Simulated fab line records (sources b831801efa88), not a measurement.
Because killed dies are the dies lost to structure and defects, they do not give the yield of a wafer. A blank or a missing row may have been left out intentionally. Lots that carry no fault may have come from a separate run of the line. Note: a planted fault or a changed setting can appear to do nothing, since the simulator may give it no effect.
Which of the tools did it? + flow gf180mcu + 30 wafers from 10 lots sampled at 5 of the route's 602 steps

## WHAT THE GAUGES SHOWED, per wafer
GF_HV_LDD_TW_MEAS_38.
| lot  | measured     | on           | HV_LDD_3_TW    |
|------|--------------|--------------|----------------|
| L255 | day 11 17:41 | filmMetro-04 | 1430 1428 1423 |
| L256 | day 12 01:55 | filmMetro-04 | 1432 1435 1428 |
| L258 | day 12 17:04 | filmMetro-04 | 1430 1432 1434 |
| L263 | day 15 02:06 | filmMetro-01 | 1435 1427 1437 |
| L266 | day 15 22:06 | filmMetro-04 | 1426 1429 1430 |
| L271 | day 17 11:59 | filmMetro-03 | 30 29 30       |
| L273 | day 17 18:00 | filmMetro-04 | 30 30 30       |
| L274 | day 17 23:53 | filmMetro-03 | 30 29 29       |
| L276 | day 18 16:35 | filmMetro-01 | 1440 1443 1441 |
| L277 | day 19 02:07 | filmMetro-03 | 1412 1405 1408 |

## EACH LOT AND THE TOOL THAT RAN IT (in order: tool; ch and the chambers of the sampled wafers; start)
| lot  | GF_NWELL_STRIP_10                  | GF_MVSD_STRIP_10                   | GF_HV_LDD_STRIP_22                  | GF_HV_LDD_STRIP_37                  |
|------|------------------------------------|------------------------------------|-------------------------------------|-------------------------------------|
| L255 | plasmaAsher-02 ch 0,1, day 3 12:22 | plasmaAsher-04 ch 0,1, day 4 13:49 | plasmaAsher-01 ch 0,1, day 10 22:14 | plasmaAsher-01 ch 0,1, day 11 17:35 |
| L256 | plasmaAsher-03 ch 0,1, day 3 18:17 | plasmaAsher-01 ch 0,1, day 4 19:37 | plasmaAsher-02 ch 0,1, day 11 06:15 | plasmaAsher-03 ch 0,1, day 12 01:48 |
| L258 | plasmaAsher-04 ch 0,1, day 4 04:22 | plasmaAsher-03 ch 0,1, day 5 06:41 | plasmaAsher-01 ch 0,1, day 11 21:18 | plasmaAsher-01 ch 0,1, day 12 16:57 |
| L263 | plasmaAsher-02 ch 0,1, day 5 19:07 | plasmaAsher-04 ch 0,1, day 7 01:26 | plasmaAsher-03 ch 0,1, day 14 04:00 | plasmaAsher-03 ch 0,1, day 15 02:00 |
| L266 | plasmaAsher-03 ch 0,1, day 6 08:47 | plasmaAsher-01 ch 0,1, day 7 16:35 | plasmaAsher-02 ch 0,1, day 14 23:44 | plasmaAsher-02 ch 0,1, day 15 22:00 |
| L271 | plasmaAsher-04 ch 0,1, day 7 08:23 | plasmaAsher-04 ch 0,1, day 8 17:10 | plasmaAsher-03 ch 0,1, day 16 13:11 | plasmaAsher-02 ch 0,1, day 17 11:53 |
| L273 | plasmaAsher-04 ch 0,1, day 7 15:01 | plasmaAsher-04 ch 0,1, day 8 23:37 | plasmaAsher-03 ch 0,1, day 16 18:41 | plasmaAsher-02 ch 0,1, day 17 17:54 |
| L274 | plasmaAsher-04 ch 0,1, day 7 20:22 | plasmaAsher-03 ch 0, day 9 05:04   | plasmaAsher-02 ch 0, day 17 00:18   | plasmaAsher-02 ch 0,1, day 17 23:47 |
| L276 | plasmaAsher-03 ch 0,1, day 8 09:02 | plasmaAsher-03 ch 0,1, day 9 19:44 | plasmaAsher-02 ch 0,1, day 17 16:20 | plasmaAsher-03 ch 0,1, day 18 16:29 |
| L277 | plasmaAsher-03 ch 0,1, day 8 12:43 | plasmaAsher-01 ch 0,1, day 9 23:01 | plasmaAsher-02 ch 0,1, day 18 01:27 | plasmaAsher-03 ch 1, day 19 02:00   |
- GF_NWELL_STRIP_10: strips in O2/N2.
- GF_MVSD_STRIP_10: strips in O2/N2.
- GF_HV_LDD_STRIP_22: strips in O2/N2.
- GF_HV_LDD_STRIP_37: strips in O2/N2.

## THE ANSWER, worked out from the rows above alone
Rule: usual is defined by the lots themselves. The widest of any qualifying gaps counts: lots, ordered by their means at a reading, are off when they make up no more than a third of the lots, leave a main group of 4 or more, and stand apart from it by 3 or more times the standard deviation of that group's means. If all means in a main group match to the digits the tables above print for the reading, that group is not used. Also off: a lot with no number at a reading for which 4 or more lots have one. The other lots that the step has rows for count as sound.
Off: L271, L273, L274, at GF_HV_LDD_TW_MEAS_38 (HV_LDD_3_TW). Mean 1429 and standard deviation 9.4 in the main group.
A tool fits if, at a process step before that reading, it ran every lot that is off, and no sound lot after the first of them. Those tools and the gauges at GF_HV_LDD_TW_MEAS_38 are tried in the same way. This does not decide it: 2 tools fit, namely plasmaAsher-04 at GF_NWELL_STRIP_10 and plasmaAsher-02 at GF_HV_LDD_STRIP_37.

## WHAT THE SIMULATOR HAD PUT IN
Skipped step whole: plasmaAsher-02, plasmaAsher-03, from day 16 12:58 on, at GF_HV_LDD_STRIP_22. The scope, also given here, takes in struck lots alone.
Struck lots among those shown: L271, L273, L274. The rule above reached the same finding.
